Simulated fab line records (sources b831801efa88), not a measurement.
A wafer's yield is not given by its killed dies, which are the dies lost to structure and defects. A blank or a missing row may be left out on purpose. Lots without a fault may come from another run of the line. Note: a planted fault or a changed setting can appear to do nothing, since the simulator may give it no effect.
Which tool is to blame? :: flow sky130 :: 36 wafers from 12 lots sampled at 2 of the route's 708 steps

## WHAT THE GAUGES READ, wafer by wafer
SKY_RES_XHIGH_TW_MEAS_09. Usual: RES_XHIGH_TW gives 1630 (standard deviation 22).
lot: L172
measured: day 28 00:51
on: filmMetro-01
RES_XHIGH_TW: 1642 1649 1637
flag: 

lot: L176
measured: day 28 11:24
on: filmMetro-03
RES_XHIGH_TW: 1629 1631 1637
flag: 

lot: L175
measured: day 28 11:44
on: filmMetro-04
RES_XHIGH_TW: 1599 1591 1599
flag: 

lot: L177
measured: day 28 13:49
on: filmMetro-01
RES_XHIGH_TW: 1643 1637 1643
flag: 

lot: L178
measured: day 28 22:33
on: filmMetro-04
RES_XHIGH_TW: 1588 1600 1596
flag: 

lot: L180
measured: day 29 19:06
on: filmMetro-03
RES_XHIGH_TW: 1645 1634 1641
flag: 

lot: L181
measured: day 29 22:30
on: filmMetro-04
RES_XHIGH_TW: 1605 1615 1607
flag: 

lot: L182
measured: day 30 02:39
on: filmMetro-01
RES_XHIGH_TW: 1652 1664 1650
flag: 

lot: L184
measured: day 30 20:00
on: filmMetro-01
RES_XHIGH_TW: 1650 1651 1650
flag: 

lot: L192
measured: day 33 15:31
on: filmMetro-03
RES_XHIGH_TW: 1648 1649 1650
flag: 

lot: L194
measured: day 34 12:38
on: filmMetro-03
RES_XHIGH_TW: 1652 1652 1657
flag: 

lot: L195
measured: day 34 15:19
on: filmMetro-03
RES_XHIGH_TW: 1662 1651 1648
flag: 

SKY_SD_N_CD_MEAS_07: the cd target is 380 nm. Usual: 379.8 nm for cdNm, sd 2.5.
lot: L172
measured: day 29 03:54
on: cdSem-02
cdNm (nm): 378.2 380.9 379.0
flag: 

lot: L176
measured: day 29 15:55
on: cdSem-02
cdNm (nm): 381.9 383.2 383.2
flag: 

lot: L175
measured: day 29 16:03
on: cdSem-02
cdNm (nm): 382.6 381.8 382.3
flag: 

lot: L177
measured: day 29 17:34
on: cdSem-02
cdNm (nm): 383.1 383.1 382.2
flag: 

lot: L178
measured: day 30 02:44
on: cdSem-01
cdNm (nm): 379.6 380.6 380.6
flag: 

lot: L180
measured: day 30 22:48
on: cdSem-02
cdNm (nm): 377.5 380.2 378.2
flag: 

lot: L181
measured: day 31 01:56
on: cdSem-02
cdNm (nm): 376.6 376.4 374.6
flag: 

lot: L182
measured: day 31 05:57
on: cdSem-02
cdNm (nm): 379.9 381.9 382.8
flag: 

lot: L184
measured: day 31 22:51
on: cdSem-01
cdNm (nm): 375.4 374.7 375.2
flag: 

lot: L192
measured: day 34 17:40
on: cdSem-02
cdNm (nm): 373.5 376.2 375.1
flag: 

lot: L194
measured: day 35 14:52
on: cdSem-02
cdNm (nm): 380.1 377.6 380.6
flag: 

lot: L195
measured: day 35 17:51
on: cdSem-02
cdNm (nm): 380.3 380.6 380.9
flag: 

## WHAT TOOL EACH LOT RAN ON (gives the tool, then ch and the chambers of the sampled wafers, and finally the start)
No process step before these readings appears in the record.

## WHAT THE TOOLS THEMSELVES READ (means of the sampled wafers that have a number; where no wafer has one, the mark that the record gives instead)
The record holds no such reading with a usual standard deviation.

## THE ANSWER, worked out from the rows above alone
Rule: lot off if the mean of its wafers having a number is beyond 3 standard deviations from the usual mean. Also off: a lot with no number at a reading for which 4 or more lots have one. Any other lot the step has rows for is counted as sound. First the gauges in route order, then the tools' own readings, where a lot's mean is used as printed above. At the first step where some lot is off, the reading lying furthest off is the one used; lots without a number count as furthest.
None of the lots is off at any reading shown; this tells nothing.

## WHAT HAD BEEN PUT IN BY THE SIMULATOR
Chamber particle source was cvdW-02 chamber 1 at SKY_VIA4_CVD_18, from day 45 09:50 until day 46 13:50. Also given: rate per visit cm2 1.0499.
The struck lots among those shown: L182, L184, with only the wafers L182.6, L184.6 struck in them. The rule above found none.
